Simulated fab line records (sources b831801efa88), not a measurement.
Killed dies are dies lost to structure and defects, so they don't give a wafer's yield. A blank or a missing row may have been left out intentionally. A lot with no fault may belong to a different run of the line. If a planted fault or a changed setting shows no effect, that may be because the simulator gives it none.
fab line records ; flow sky130
record lots=6; wafers=18; lastDay=50
route steps=708 shown NWELL@65 PAD_OPEN@708
lots untouched by any fault: they come from a run of this same line in which no faults occurred
startH: hours from the record's first day to the start of the lot's first wafer shown ; waitH: hours since the lot's step before ; " the same as in the row above ; L1.1+2: a single row standing in for several wafers ; - no value, or no start was given ; * or withheld: withheld ; < > ~ a bound
route shown NAME@n: NAME is a module with steps in the file, n the number in the route of the first one ; usual: mean and standard deviation over wafers with no fault ; same: alike in all rows ; chamber/n: place in a boat ; sites: the reading at each site ; _std_site: standard deviation of those values ; _edge_site: inner sites' mean taken away from outer sites' mean ; radiusMm: for every site, how far away it sits from the centre of the wafer ; mask NAME#n: copy n ; behind: the most recent tool/chamber to have shaped the wafer ; hold: the reason the lot was held/the length of the hold in hours/how it ended ; device: which transistor (n, p or np) failed to switch ; end of line: the same wafers' tests at the end of the route ; where a step has no rows: the recipe by itself ; killed: dies that structure and defects cost at the first sort, which is not the same as the wafer's yield ; map: a wafer's dies, marking killed ones x, the rest . and places with no die _
set.NAME: the setting the step ran with; set.NAME@STEP: the setting that earlier step ran with ; model.NAME: the simulator's own value behind a step, which no gauge read
lots seen at some steps along the route; tables by step, rows by wafer
services: when a tool's chamber went out of use (startH, in hours from the record's first day, below 0 if earlier), for how many hours, and the reason
## steps
# step SKY_NWELL_IMPLANT_12
# recipe species=P; energyKev=120; doseCm2=1.3e+12; tiltDeg=withheld
# step SKY_NWELL_IMPLANT_13
# recipe species=P; energyKev=50; doseCm2=7e+11; tiltDeg=withheld
# step SKY_NWELL_STRIP_14
# recipe chemistry=O2/N2; powerW=1400; pressureMtorr=1500; platenTempC=withheld; o2FlowSccm=3000; n2FlowSccm=300; overashFraction=0.5
# usual drypumpMotorCurrentA=5.76/0.15; o2FlowSccm=2999/9; oesProductAu=0.723/0.0049; stripTimeToEndpointS=36.91/0.11
lot.wafer;tool;chamber;startH;waitH;drypumpMotorCurrentA;o2FlowSccm;oesProductAu;rfHoursCounterH;stripTimeToEndpointS
L877.1;plasmaAsher-01;0;115.80;0.2;5.57;3015;0.729;43;36.91
L877.2;plasmaAsher-01;1;115.80;0.2;5.76;3003;0.726;43;36.88
L877.3;plasmaAsher-01;1;115.80;0.2;5.75;3008;0.728;-;36.88
L878.1;plasmaAsher-02;0;119.90;0.1;5.99;2994;0.726;30;36.74
L878.3;plasmaAsher-02;1;119.90;0.1;5.72;2989;0.727;-;36.79
L878.4;plasmaAsher-02;0;119.90;0.1;5.97;2990;0.721;-;36.68
L884.2;plasmaAsher-01;0;154.30;0.1;5.57;2991;0.712;47;36.76
L884.5;plasmaAsher-01;0;154.30;0.1;5.56;2988;0.717;-;36.78
L884.6;plasmaAsher-01;1;154.30;0.1;5.76;3004;0.718;-;36.79
L885.2;plasmaAsher-01;1;161.05;0.1;5.74;3002;0.724;48;37.04
L885.4;plasmaAsher-01;0;161.05;0.1;5.58;2997;0.717;-;37.11
L885.6;plasmaAsher-01;1;161.05;0.1;5.72;2978;0.721;-;36.97
L891.1;plasmaAsher-02;0;194.00;0.1;5.97;2999;0.720;37;36.83
L891.2;plasmaAsher-02;1;194.00;0.1;5.73;3008;0.726;37;36.99
L891.3;plasmaAsher-02;0;194.00;0.1;5.97;2985;0.724;-;36.89
L893.1;plasmaAsher-01;0;206.18;0.1;5.56;2984;0.720;52;37.16
L893.2;plasmaAsher-01;1;206.18;0.1;5.77;2997;0.724;52;37.07
L893.4;plasmaAsher-01;0;206.18;0.1;5.56;3000;0.722;-;37.00
# step SKY_NWELL_TW_MEAS_15
# usual NWELL_TW=1818/20
lot.wafer;tool;chamber;startH;waitH;NWELL_TW
L877.1;filmMetro-03;-;115.90;0.1;1813
L877.2;filmMetro-03;-;115.90;0.1;1802
L877.3;filmMetro-03;-;115.90;0.1;1805
L878.1;filmMetro-01;-;120.00;0.1;1811
L878.3;filmMetro-01;-;120.00;0.1;1802
L878.4;filmMetro-01;-;120.00;0.1;1798
L884.2;filmMetro-03;-;154.41;0.1;1807
L884.5;filmMetro-03;-;154.41;0.1;1810
L884.6;filmMetro-03;-;154.41;0.1;1825
L885.2;filmMetro-02;-;161.19;0.1;1847
L885.4;filmMetro-02;-;161.19;0.1;1845
L885.6;filmMetro-02;-;161.19;0.1;1846
L891.1;filmMetro-02;-;194.10;0.1;1859
L891.2;filmMetro-02;-;194.10;0.1;1853
L891.3;filmMetro-02;-;194.10;0.1;1864
L893.1;filmMetro-01;-;206.28;0.1;1812
L893.2;filmMetro-01;-;206.28;0.1;1813
L893.4;filmMetro-01;-;206.28;0.1;1802
# step SKY_NWELL_DEHYDRATE_16
# recipe tempC=200; timeS=60
# step SKY_NWELL_HMDS_17
# recipe primeTimeS=60; primeTempC=120
# step SKY_NWELL_COAT_18
# recipe spinRpm=2000; resistThkNm=3000
# step SKY_NWELL_SOFTBAKE_19
# recipe tempC=110; timeS=withheld
# step SKY_NWELL_EXPOSE_20
# recipe maskId=NWM_COMPLEMENT; na=0.6; sourceShape=conventional; sigmaOuter=0.6; polarization=unpolarized; targetCdNm=840; doseMj=260
# step SKY_NWELL_PEB_21
# recipe tempC=115; timeS=withheld
# step SKY_NWELL_DEVELOP_22
# recipe wallAngleDeg=90; developer=TMAH; developTimeS=60; devTempC=23
# step SKY_NWELL_OVL_MEAS_23
# usual NWELL_01_OVL=-0.1/1.4
lot.wafer;tool;chamber;startH;waitH;NWELL_01_OVL[nm]
L877.1;overlay-01;-;135.77;-;-0.2
L877.2;overlay-01;-;135.77;-;-2.1
L877.3;overlay-01;-;135.77;-;-0.5
L878.1;overlay-02;-;139.54;-;0.9
L878.3;overlay-02;-;139.54;-;-0.1
L878.4;overlay-02;-;139.54;-;0.4
L884.2;overlay-01;-;176.27;-;-0.6
L884.5;overlay-01;-;176.27;-;0.8
L884.6;overlay-01;-;176.27;-;-1.0
L885.2;overlay-02;-;182.55;-;2.6
L885.4;overlay-02;-;182.55;-;0.4
L885.6;overlay-02;-;182.55;-;1.0
L891.1;overlay-01;-;216.22;-;-2.5
L891.2;overlay-01;-;216.22;-;-2.3
L891.3;overlay-01;-;216.22;-;-2.4
L893.1;overlay-02;-;229.52;-;-1.3
L893.2;overlay-02;-;229.52;-;-1.8
L893.4;overlay-02;-;229.52;-;-0.8
# step SKY_NWELL_IMPLANT_24
# recipe species=B; energyKev=140; doseCm2=9.2e+12; tiltDeg=withheld
# usual doseIonsCm2=9.198e+12/1e+10; faradayCurrentUA=51.9/0.92
lot.wafer;tool;chamber;startH;waitH;doseIonsCm2;faradayCurrentUA
L877.1;implanter-03;0;135.80;0.0;9.186e+12;52.8
L877.2;implanter-03;0;135.80;0.0;9.204e+12;51.8
L877.3;implanter-03;0;135.80;0.0;9.195e+12;53.1
L878.1;implanter-03;0;139.58;0.0;9.216e+12;52.7
L878.3;implanter-03;0;139.58;0.0;9.194e+12;50.0
L878.4;implanter-03;0;139.58;0.0;9.2e+12;53.2
L884.2;implanter-03;0;176.33;0.0;4.5644e+13;260.8
L884.5;implanter-03;0;176.33;0.0;4.5643e+13;255.2
L884.6;implanter-03;0;176.33;0.0;4.5639e+13;253.8
L885.2;implanter-03;0;182.60;0.0;4.5662e+13;257.6
L885.4;implanter-03;0;182.60;0.0;4.5654e+13;249.3
L885.6;implanter-03;0;182.60;0.0;4.5652e+13;262.2
L891.1;implanter-02;0;216.25;0.0;9.21e+12;50.2
L891.2;implanter-02;0;216.25;0.0;9.208e+12;51.3
L891.3;implanter-02;0;216.25;0.0;9.197e+12;53.8
L893.1;implanter-04;0;229.55;0.0;9.213e+12;52.9
L893.2;implanter-04;0;229.55;0.0;9.194e+12;51.2
L893.4;implanter-04;0;229.55;0.0;9.179e+12;52.8
# step SKY_NWELL_STRIP_25
# recipe chemistry=O2/N2; powerW=1400; pressureMtorr=1500; platenTempC=withheld; o2FlowSccm=3000; n2FlowSccm=300; overashFraction=0.5
# usual drypumpMotorCurrentA=5.77/0.15; o2FlowSccm=2999/9.6; oesProductAu=0.722/0.0047; stripTimeToEndpointS=36.94/0.097
lot.wafer;tool;chamber;startH;waitH;drypumpMotorCurrentA;o2FlowSccm;oesProductAu;rfHoursCounterH;stripTimeToEndpointS
L877.1;plasmaAsher-01;0;135.95;0.1;5.56;3017;0.719;45;36.90
L877.2;plasmaAsher-01;1;135.95;0.1;5.73;2996;0.724;45;36.95
L877.3;plasmaAsher-01;1;135.95;0.1;5.75;2987;0.718;-;36.93
L878.1;plasmaAsher-01;1;139.73;0.1;5.75;3003;0.722;46;36.97
L878.3;plasmaAsher-01;0;139.73;0.1;5.56;3000;0.726;-;36.95
L878.4;plasmaAsher-01;1;139.73;0.1;5.75;2998;0.726;-;36.99
L884.2;plasmaAsher-01;0;176.45;0.1;5.55;3000;0.721;49;36.88
L884.5;plasmaAsher-01;1;176.45;0.1;5.76;2989;0.726;-;36.90
L884.6;plasmaAsher-01;0;176.45;0.1;5.56;3011;0.729;-;36.77
L885.2;plasmaAsher-02;1;182.73;0.1;5.76;3005;0.721;35;36.84
L885.4;plasmaAsher-02;1;182.73;0.1;5.70;3003;0.723;-;36.81
L885.6;plasmaAsher-02;0;182.73;0.1;5.94;3012;0.720;-;36.89
L891.1;plasmaAsher-01;1;216.40;0.1;5.72;2998;0.721;53;37.02
L891.2;plasmaAsher-01;0;216.40;0.1;5.55;3004;0.725;53;36.90
L891.3;plasmaAsher-01;0;216.40;0.1;5.57;3001;0.729;-;36.99
L893.1;plasmaAsher-02;1;229.70;0.1;5.72;3013;0.728;40;36.97
L893.2;plasmaAsher-02;0;229.70;0.1;5.95;3002;0.725;40;37.00
L893.4;plasmaAsher-02;1;229.70;0.1;5.71;2988;0.727;-;36.93
# step SKY_NWELL_TW_MEAS_26
# usual NWELL_2_TW=497/6.4
lot.wafer;tool;chamber;startH;waitH;hold;NWELL_2_TW
L877.1;filmMetro-01;-;136.05;0.1;-;491
L877.2;filmMetro-01;-;136.05;0.1;-;491
L877.3;filmMetro-01;-;136.05;0.1;-;490
L878.1;filmMetro-03;-;139.83;0.1;-;493
L878.3;filmMetro-03;-;139.83;0.1;-;492
L878.4;filmMetro-03;-;139.83;0.1;-;492
L884.2;filmMetro-02;-;176.56;0.1;awaitDispo/0.2h/release;822
L884.5;filmMetro-02;-;176.56;0.1;awaitDispo/0.2h/release;826
L884.6;filmMetro-02;-;176.56;0.1;awaitDispo/0.2h/release;822
L884.2;filmMetro-02;-;176.79;0.2;-;823
L884.5;filmMetro-02;-;176.79;0.2;-;825
L884.6;filmMetro-02;-;176.79;0.2;-;820
L885.2;filmMetro-02;-;182.84;0.1;awaitDispo/0.2h/release;823
L885.4;filmMetro-02;-;182.84;0.1;awaitDispo/0.2h/release;823
L885.6;filmMetro-02;-;182.84;0.1;awaitDispo/0.2h/release;825
L885.2;filmMetro-02;-;183.17;0.3;-;823
L885.4;filmMetro-02;-;183.17;0.3;-;825
L885.6;filmMetro-02;-;183.17;0.3;-;823
L891.1;filmMetro-01;-;216.50;0.1;-;496
L891.2;filmMetro-01;-;216.50;0.1;-;493
L891.3;filmMetro-01;-;216.50;0.1;-;494
L893.1;filmMetro-03;-;229.80;0.1;-;495
L893.2;filmMetro-03;-;229.80;0.1;-;494
L893.4;filmMetro-03;-;229.80;0.1;-;493
# step SKY_PAD_OPEN_PROBE_99
# usual defectLimitedYield=82.8/2; killed_at_M0_to_M3=43/6.8; killed_at_M4_up=3.3/1.9; killedAtContacts=24/5.3; killedAtFrontEnd=14/4.3; killedAtOther=0.3/0.62; killedDies=85/9.8; killedOpen=46/8; killedShort=39/5.9; sort_bin_3_pad_short=0.8/0.39; sort_bin_5_function=10.2/1.5; sort_bin_6_memory=6.2/1.2; sortNPass=407/9.8; sortYieldPct=82.8/2
# same grossDies=492; killedAtBackSide=0; sort_bin_4_leakage[%]=0; sort_bin_8_speed[%]=0
lot.wafer;tool;chamber;startH;waitH;defectLimitedYield[%];killed_at_M0_to_M3;killed_at_M4_up;killedAtContacts;killedAtFrontEnd;killedAtOther;killedDies;killedOpen;killedShort;sort_bin_3_pad_short[%];sort_bin_5_function[%];sort_bin_6_memory[%];sortNPass;sortYieldPct[%]
L878.1;prober-02;-;1134.53;0.1;82.5;50;2;20;13;1;86;46;40;0.8;11.6;5.1;406;82.5
L878.3;prober-02;-;1134.63;0.2;78.7;53;5;34;13;0;105;52;53;1.2;11.8;8.3;387;78.7
L878.4;prober-02;-;1134.68;0.2;81.3;46;4;32;9;1;92;57;35;1.6;7.7;9.3;400;81.3
# killed by level:class
L878.1 VIA1:geometricParticle:open=10 CONTACT:geometricParticle:open=8 METAL1:geometricParticle:short=6 VIA3:geometricParticle:open=6 FIELD_ISO:geometricParticle:open=5 FIELD_ISO:geometricParticle:short=5 LOCAL_INTERCONNECT:geometricParticle:short=5 METAL3:geometricParticle:short=5
L878.3 CONTACT:geometricParticle:open=12 CONTACT:geometricParticle:short=11 VIA1:geometricParticle:open=10 VIA3:geometricParticle:open=8 METAL1:geometricParticle:short=7 METAL2:geometricParticle:short=7 LI_CONTACT:geometricParticle:open=6 VIA1:geometricParticle:short=5
L878.4 CONTACT:geometricParticle:open=15 VIA1:geometricParticle:open=10 VIA2:geometricParticle:open=9 LOCAL_INTERCONNECT:geometricParticle:short=6 LI_CONTACT:geometricParticle:open=5 VIA3:geometricParticle:open=5 VIA1:geometricParticle:short=5 FIELD_ISO:geometricParticle:open=4
## services
tool;chamber;startH;hours;kind
implanter-02;-;91.99;2.2;pm
plasmaAsher-02;-;107.91;0.4;repair
implanter-02;-;127.88;3.1;repair
plasmaAsher-01;-;141.17;2.5;repair
implanter-03;-;145.23;6.4;pm
plasmaAsher-02;-;148.19;15.6;pm
implanter-03;-;151.60;17.5;pm
implanter-03;-;206.58;1.4;repair
## key
firstSign step=SKY_NWELL_IMPLANT_24; reading=doseIonsCm2; direction=up; sigmas=99+; usual=*; struck=*
effect step=SKY_NWELL_IMPLANT_24; reading=faradayCurrentUA; direction=up; sigmas=99+; usual=51.9; struck=256.5
effect step=SKY_NWELL_TW_MEAS_26; reading=visit; direction=added
effect step=SKY_NWELL_TW_MEAS_26; reading=NWELL_2_TW; direction=up; sigmas=51; usual=497; struck=823
metAt SKY_NWELL_IMPLANT_24
struckWafers L884.2,L884.5,L884.6,L885.2,L885.4,L885.6
scrappedBehind SKY_NWELL_TW_MEAS_26 L884.2,L884.5,L884.6,L885.2,L885.4,L885.6
onsetBetween 139.58 176.33
fault kind=processParameterDrift; tool=implanter-03; chamber=-; onsetH=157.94; steps=SKY_NWELL_IMPLANT_24; channel=doseCm2; offset=*; shape=step; endH=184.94; actsIn=*; stated=*
